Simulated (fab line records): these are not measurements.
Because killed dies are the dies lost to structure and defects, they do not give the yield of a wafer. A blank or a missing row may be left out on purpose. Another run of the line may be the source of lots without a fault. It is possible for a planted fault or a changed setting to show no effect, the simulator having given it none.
Shared-tool check | flow gf180mcu | 42 wafers sampled across 12 lots

== WHY IT WAS OPENED ==
Of 12 lots, 2 have the reading STI_CVD_03_THK flagged at GF_STI_THK_MEAS_04. Wafers without a fault read 205.9 nm, standard deviation 2.5.
Rule: a lot is flagged when every wafer of it that has a number lies more than 4 standard deviations from that mean, or none has a number. The other lots count as sound.

lot  | measured    | on            | STI_CVD_03_THK (nm), wafer by wafer | flag
L931 | day 1 14:34 | film_metro-02 | 204.4 206.0 204.5                   |
L933 | day 2 00:06 | film_metro-01 | 206.5 207.3 205.9                   |
L934 | day 2 04:34 | film_metro-04 | 208.9 210.2 211.4                   |
L935 | day 2 09:34 | film_metro-04 | 209.9 209.1 211.5                   |
L938 | day 3 00:34 | film_metro-02 | 208.6 208.4 209.3                   |
L946 | day 4 16:34 | film_metro-01 | 205.7 205.9 204.3                   |
L947 | day 4 22:25 | film_metro-04 | 363.1 362.5 362.5 363.1 362.4 362.5 | FLAGGED
L948 | day 5 02:35 | film_metro-01 | 205.2 206.4 204.6                   |
L950 | day 5 12:34 | film_metro-02 | 362.2 362.8 363.8 361.9 363.0 363.5 | FLAGGED
L952 | day 5 23:25 | film_metro-04 | 206.2 205.1 207.9                   |
L953 | day 6 03:34 | film_metro-04 | 203.2 205.0 206.0                   |
L954 | day 6 10:09 | film_metro-04 | 203.6 203.3 204.1                   |
The mean of the flagged lots' numbers is 362.8 nm, +156.9 nm from the usual (+63 standard deviations).

== WHICH TOOL EACH LOT WENT THROUGH ==
The record holds 1 process step before the reading, out of a route of 602 steps. Read each cell as the tool, then ch plus the chambers that the sampled wafers visited, then the start.
lot  | flag    | GF_STI_CVD_03
L931 |         | lpcvd-02 ch 1, day 1 11:34
L933 |         | lpcvd-01 ch 1, day 1 22:06
L934 |         | lpcvd-01 ch 1, day 2 02:34
L935 |         | lpcvd-02 ch 0, day 2 07:34
L938 |         | lpcvd-01 ch 1, day 2 22:34
L946 |         | lpcvd-02 ch 1, day 4 14:34
L947 | FLAGGED | lpcvd-01 ch 0, day 4 20:26
L948 |         | lpcvd-02 ch 0, day 5 00:34
L950 | FLAGGED | lpcvd-01 ch 0, day 5 10:34
L952 |         | lpcvd-01 ch 1, day 5 21:24
L953 |         | lpcvd-01 ch 1, day 6 01:34
L954 |         | lpcvd-02 ch 0, day 6 08:10
These steps, and what they do:
- GF_STI_CVD_03: deposits Si3N4 from DCS/NH3, target thk 207.16 nm, time 3551 s.
- GF_STI_THK_MEAS_04

== FLAGGED AGAINST TOTAL, ONE TOOL AT A TIME (gauges that did the reading follow at the end) ==
step               | tool          | lots run | flagged | share of the flagged lots | sound lots run after its first flagged lot
GF_STI_CVD_03      | lpcvd-01      | 7        | 2       | all                       | 2 (L952,L953)
GF_STI_CVD_03      | lpcvd-02      | 5        | 0       | none                      | -
GF_STI_THK_MEAS_04 | film_metro-01 | 3        | 0       | none                      | -
GF_STI_THK_MEAS_04 | film_metro-02 | 3        | 1       | some                      | 0
GF_STI_THK_MEAS_04 | film_metro-04 | 6        | 1       | some                      | 3 (L952,L953,L954)

== WHAT THE TABLE PERMITS ==
1 row of the table ran every flagged lot: lpcvd-01 at GF_STI_CVD_03.
- lpcvd-01 at GF_STI_CVD_03: 2 of its 7 lots flagged. Sound lots ran on it after the first flagged one (L952, L953), which a lasting fault on the whole tool wouldn't allow. Its own readings (spike_tc_bottom_C, spike_tc_centre_C, spike_tc_lower_C, spike_tc_top_C, spike_tc_upper_C, susceptor_temp_C, zone_power_bottom_pct, zone_power_lower_pct) fall more than 4 standard deviations out on all wafers of the flagged lots.
Every row of the table either missed a flagged lot or ran a sound lot after the first.

== WHAT THE SIMULATOR HAD PUT IN ==
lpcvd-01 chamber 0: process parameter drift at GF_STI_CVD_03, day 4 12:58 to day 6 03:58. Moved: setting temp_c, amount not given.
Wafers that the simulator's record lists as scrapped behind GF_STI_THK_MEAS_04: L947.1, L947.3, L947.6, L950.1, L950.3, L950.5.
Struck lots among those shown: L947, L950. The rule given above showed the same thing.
